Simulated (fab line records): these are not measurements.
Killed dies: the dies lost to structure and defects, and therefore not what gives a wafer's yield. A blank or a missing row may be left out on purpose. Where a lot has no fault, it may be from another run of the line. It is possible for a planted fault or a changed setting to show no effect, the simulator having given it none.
Matching of chambers + flow gf180mcu + GF_V4_CMP_26 on cmp-02 has 4 sister chambers
The step polishes, stops on SiO2, t overpolish 15 s, target thk 0 nm. 14 wafers are shown with their chamber, then 7 later ones without.

== WAFERS WITH THEIR CHAMBER ==
| wafer  | chamber | motorCurrentA (A) | timeToEndpointS (s) | slurryFlowMlMin |
|--------|---------|-------------------|---------------------|-----------------|
| L714.2 | 1       | 9.9               | 89                  | 149.0           |
| L714.3 | 3       | 12.2              | 79                  | 150.5           |
| L714.4 | 0       | 11.3              | 83                  | 149.9           |
| L715.1 | 2       | 10.9              | 86                  | 150.1           |
| L715.2 | 1       | 9.5               | 85                  | 149.1           |
| L715.5 | 1       | 9.8               | 81                  | 149.3           |
| L717.1 | 3       | 12.1              | 86                  | 150.2           |
| L717.2 | 1       | 9.7               | 87                  | 149.1           |
| L717.4 | 2       | 11.0              | 86                  | 149.9           |
| L720.2 | 3       | 12.2              | 81                  | 149.5           |
| L720.4 | 0       | 11.4              | 77                  | 149.3           |
| L720.6 | 0       | 11.5              | 79                  | 150.0           |
| L723.1 | 0       | 11.1              | 79                  | 150.2           |
| L723.3 | 1       | 9.6               | 85                  | 149.8           |

SIGNATURES, as means of the wafers listed above
| reading         | chamber 0 | chamber 1 | chamber 2 | chamber 3 | scatter within a chamber |
|-----------------|-----------|-----------|-----------|-----------|--------------------------|
| motorCurrentA   | 11.325    | 9.700     | 10.950    | 12.167    | 0.141                    |
| timeToEndpointS | 79.50     | 85.40     | 86.00     | 82.00     | 2.83                     |
| slurryFlowMlMin | 149.850   | 149.260   | 150.000   | 150.067   | 0.375                    |
Rule: a wafer's distance from a chamber is the root of the sum, over the readings, of the square of ((its reading less the chamber's mean) divided by the reading's scatter). The wafer belongs to the nearest chamber; if the next one is less than 2 further off, it can't be placed. How the scatter is found: for the shown wafers, subtract from each reading the mean of its chamber, square and add these, divide the total by (wafers less chambers), then take the root.

== WAFERS WITH NO CHAMBER GIVEN ==
| wafer  | motorCurrentA (A) | timeToEndpointS (s) | slurryFlowMlMin |
|--------|-------------------|---------------------|-----------------|
| L723.5 | 10.0              | 83                  | 149.1           |
| L725.2 | 11.0              | 83                  | 149.4           |
| L725.3 | 12.3              | 81                  | 150.1           |
| L725.4 | 11.5              | 80                  | 150.6           |
| L727.1 | 10.8              | 83                  | 150.3           |
| L727.4 | 11.7              | 80                  | 149.5           |
| L727.6 | 10.9              | 83                  | 150.2           |

== EACH ONE'S CHAMBER ==
| wafer  | from the rows above     | in truth |
|--------|-------------------------|----------|
| L723.5 | 1                       | 1        |
| L725.2 | can't be placed: 2 or 0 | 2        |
| L725.3 | 3                       | 3        |
| L725.4 | 0                       | 0        |
| L727.1 | 2                       | 2        |
| L727.4 | can't be placed: 0 or 3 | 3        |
| L727.6 | 2                       | 2        |
Placed correctly: 5 of 7. Unplaceable from these rows: 2, with the true chamber sitting among the candidates in 2. Number placed wrongly: 0.
